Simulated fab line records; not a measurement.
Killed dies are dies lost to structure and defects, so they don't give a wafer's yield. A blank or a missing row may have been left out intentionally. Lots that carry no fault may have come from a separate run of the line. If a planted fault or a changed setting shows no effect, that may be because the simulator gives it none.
Which tool did it? ; flow gf180mcu ; 24 lots, 72 wafers sampled, at 5 steps of a route of 602

== WHAT THE GAUGES READ, wafer by wafer ==
GF_V2_OVL_MEAS_15.
lot;measured;on;V2_OVL (nm)
L074;day 20 20:33;overlay-02;-3 -8 -4
L075;day 21 02:16;overlay-02;9 5 5
L076;day 21 13:07;overlay-01;-1 -3 1
L077;day 22 02:26;overlay-02;-1 4 -1
L078;day 22 07:58;overlay-01;-2 2 -1
L079;day 22 10:22;overlay-02;-1 2 -4
L081;day 23 10:41;overlay-01;4 2 -3
L080;day 23 11:21;overlay-02;-3 8 1
L082;day 23 15:38;overlay-02;4 -1 0
L083;day 23 21:07;overlay-01;-4 -4 -2
L084;day 25 01:49;overlay-01;1 2 6
L085;day 25 01:56;overlay-01;4 3 8
L086;day 25 03:25;overlay-01;-1 -1 -4
L087;day 25 10:11;overlay-02;2 6 10
L088;day 25 17:34;overlay-01;1 -2 -7
L089;day 25 22:53;overlay-01;3 4 -2
L090;day 26 06:01;overlay-01;-1 2 3
L091;day 26 22:28;overlay-01;6 4 4
L092;day 27 02:39;overlay-02;5 -2 8
L093;day 27 03:04;overlay-01;9 4 7
L094;day 27 08:49;overlay-01;3 -8 -3
L095;day 27 15:25;overlay-02;1 1 -9
L096;day 27 22:50;overlay-02;0 -3 -8
L097;day 28 00:31;overlay-01;-9 -2 -5

GF_V3_BOW_MEAS_05.
lot;measured;on;V3_BOW (um)
L074;day 22 00:09;filmMetro-02;118 108 122
L075;day 22 04:46;filmMetro-01;93 109 100
L076;day 22 15:47;filmMetro-02;128 105 102
L077;day 23 03:58;filmMetro-01;114 116 128
L078;day 23 10:52;filmMetro-03;106 96 97
L079;day 24 02:49;filmMetro-01;111 113 117
L081;day 24 10:20;filmMetro-01;123 123 117
L080;day 24 11:08;filmMetro-02;116 113 116
L082;day 24 16:50;filmMetro-03;106 101 113
L083;day 24 21:58;filmMetro-03;127 118 117
L084;day 26 01:49;filmMetro-02;117 112 130
L085;day 26 02:00;filmMetro-03;121 109 122
L086;day 26 04:36;filmMetro-02;107 104 108
L087;day 26 10:11;filmMetro-02;114 123 122
L088;day 26 17:26;filmMetro-02;116 122 118
L089;day 26 23:17;filmMetro-01;120 125 120
L090;day 27 05:17;filmMetro-03;112 113 110
L091;day 27 22:11;filmMetro-03;111 120 105
L092;day 28 01:53;filmMetro-01;104 103 108
L093;day 28 02:29;filmMetro-01;117 108 104
L094;day 28 08:04;filmMetro-03;117 103 102
L095;day 28 14:25;filmMetro-03;113 107 121
L096;day 28 21:52;filmMetro-03;112 119 130
L097;day 28 23:14;filmMetro-02;117 117 125

GF_V3_THK_MEAS_25: measures by xrf.
lot;measured;on;V3_W_THK (nm)
L074;day 23 01:19;filmMetro-02;348 350 359
L075;day 23 05:58;filmMetro-03;360 359 354
L076;day 23 16:07;filmMetro-03;359 359 373
L077;day 24 03:38;filmMetro-02;367 363 359
L078;day 24 08:53;filmMetro-02;351 356 350
L079;day 25 01:38;filmMetro-03;352 365 360
L081;day 25 08:49;filmMetro-03;367 352 366
L080;day 25 09:36;filmMetro-02;363 354 358
L082;day 25 15:26;filmMetro-02;353 359 357
L083;day 25 19:58;filmMetro-03;353 369 368
L084;day 27 00:04;filmMetro-03;356 352 359
L085;day 26 23:53;filmMetro-02;363 364 355
L086;day 27 03:02;filmMetro-03;354 363 360
L087;day 27 08:10;filmMetro-03;355 362 356
L088;day 27 14:55;filmMetro-02;356 358 361
L089;day 27 21:04;filmMetro-02;352 360 354
L090;day 28 03:11;filmMetro-01;367 364 358
L091;day 28 19:14;filmMetro-01;372 361 369
L092;day 28 22:59;filmMetro-02;357 356 365
L093;day 28 23:50;filmMetro-02;363 354 360
L094;day 29 04:55;filmMetro-01;369 368 370
L095;day 29 11:59;filmMetro-03;358 358 357
L096;day 29 19:10;filmMetro-01;363 365 368
L097;day 29 20:24;filmMetro-03;363 371 371

== WHAT TOOL EACH LOT RAN ON (gives the tool, then ch and the chambers of the sampled wafers, and finally the start) ==
lot;GF_SALICIDE_RTA_06;GF_M2_SPUTTER_00
L074;rtpAnneal-01 ch 0, day 15 14:59;pvdSputter-01, day 18 16:55
L075;rtpAnneal-01 ch 0, day 15 19:51;pvdSputter-01, day 18 23:15
L076;rtpAnneal-02 ch 0, day 16 06:05;pvdSputter-03, day 19 09:56
L077;rtpAnneal-01 ch 0, day 16 19:16;pvdSputter-03, day 20 00:54
L078;rtpAnneal-02 ch 0, day 16 23:59;pvdSputter-03, day 20 05:45
L079;rtpAnneal-02 ch 0, day 17 03:52;pvdSputter-03, day 20 09:14
L081;rtpAnneal-01 ch 0, day 18 01:59;pvdSputter-04, day 21 09:46
L080;rtpAnneal-01 ch 0, day 18 02:50;pvdSputter-01, day 21 10:04
L082;rtpAnneal-02 ch 0, day 18 09:22;pvdSputter-04, day 21 15:23
L083;rtpAnneal-02 ch 0, day 18 13:59;pvdSputter-01, day 21 20:26
L084;rtpAnneal-01 ch 0, day 19 13:49;pvdSputter-03, day 22 19:18
L085;rtpAnneal-01 ch 0, day 19 15:44;pvdSputter-04, day 22 22:17
L086;rtpAnneal-01 ch 0, day 19 23:29;pvdSputter-01, day 23 04:43
L087;rtpAnneal-01 ch 0, day 20 09:38;pvdSputter-01, day 23 13:25
L088;rtpAnneal-02 ch 0, day 20 16:40;pvdSputter-01, day 23 21:27
L089;rtpAnneal-01 ch 0, day 20 23:14;pvdSputter-03, day 24 02:45
L090;rtpAnneal-02 ch 0, day 21 06:51;pvdSputter-03, day 24 09:02
L091;rtpAnneal-02 ch 0, day 21 16:07;pvdSputter-04, day 25 03:11
L092;rtpAnneal-01 ch 0, day 22 03:51;pvdSputter-04, day 25 06:10
L093;rtpAnneal-02 ch 0, day 22 06:46;pvdSputter-04, day 25 07:03
L094;rtpAnneal-02 ch 0, day 22 13:35;pvdSputter-04, day 25 12:44
L095;rtpAnneal-01 ch 0, day 22 20:31;pvdSputter-03, day 25 19:54
L096;rtpAnneal-01 ch 0, day 23 03:38;pvdSputter-04, day 26 04:10
L097;rtpAnneal-01 ch 0, day 23 07:22;pvdSputter-04, day 26 06:29
- GF_SALICIDE_RTA_06: time 30 s.
- GF_M2_SPUTTER_00: material Ti, target thk 37.5 nm, time 150 s.

== WHAT THE TOOLS THEMSELVES READ (means of the sampled wafers that have a number; where no wafer has one, the mark that the record gives instead) ==
GF_SALICIDE_RTA_06.
lot;tool;lampPowerPct (%);wafer_temp_C_max
L074;rtpAnneal-01;5.8;532.1
L075;rtpAnneal-01;5.8;531.5
L076;rtpAnneal-02;6.4;531.3
L077;rtpAnneal-01;5.8;531.9
L078;rtpAnneal-02;6.4;531.3
L079;rtpAnneal-02;6.4;531.7
L081;rtpAnneal-01;5.8;531.7
L080;rtpAnneal-01;5.8;531.9
L082;rtpAnneal-02;6.4;531.6
L083;rtpAnneal-02;6.4;531.1
L084;rtpAnneal-01;5.8;531.8
L085;rtpAnneal-01;5.8;532.1
L086;rtpAnneal-01;5.8;531.9
L087;rtpAnneal-01;5.8;532.5
L088;rtpAnneal-02;6.4;532.1
L089;rtpAnneal-01;5.8;532.1
L090;rtpAnneal-02;6.4;531.4
L091;rtpAnneal-02;6.4;531.5
L092;rtpAnneal-01;5.8;531.9
L093;rtpAnneal-02;6.4;531.5
L094;rtpAnneal-02;6.4;531.9
L095;rtpAnneal-01;5.8;531.7
L096;rtpAnneal-01;5.8;531.7
L097;rtpAnneal-01;5.8;531.9

GF_M2_SPUTTER_00.
lot;tool;throttleValvePct (%)
L074;pvdSputter-01;30.7
L075;pvdSputter-01;30.4
L076;pvdSputter-03;30.3
L077;pvdSputter-03;31.0
L078;pvdSputter-03;30.7
L079;pvdSputter-03;30.5
L081;pvdSputter-04;30.7
L080;pvdSputter-01;30.3
L082;pvdSputter-04;31.2
L083;pvdSputter-01;30.1
L084;pvdSputter-03;30.5
L085;pvdSputter-04;30.8
L086;pvdSputter-01;30.4
L087;pvdSputter-01;30.3
L088;pvdSputter-01;30.6
L089;pvdSputter-03;31.1
L090;pvdSputter-03;30.7
L091;pvdSputter-04;31.2
L092;pvdSputter-04;31.3
L093;pvdSputter-04;32.4
L094;pvdSputter-04;31.1
L095;pvdSputter-03;31.3
L096;pvdSputter-04;29.6
L097;pvdSputter-04;31.2

== THE ANSWER, worked out from the rows above alone ==
Rule: the usual values come from the lots themselves. Put in order of their means at a reading, lots are off if they are a third of the lots or fewer, leave a main group of 4 or more, and stand apart from it by a gap of 3 or more times the standard deviation of the main group's means; of several such gaps the widest counts. Not used: any main group whose means are identical at the precision the tables above print for the reading. Also off: a lot with no number at a reading for which 4 or more lots have one. The other lots that the step has rows for count as sound. The gauges are gone through in route order, then the tools' own readings, and for those a lot's mean is taken as printed above. The first step at which some lot is off is used, and at that step the reading that is off furthest; a lot without a number counts as furthest.
Nothing can be told from this: no lot is off at any reading shown.

== WHAT THE SIMULATOR HAD PUT IN ==
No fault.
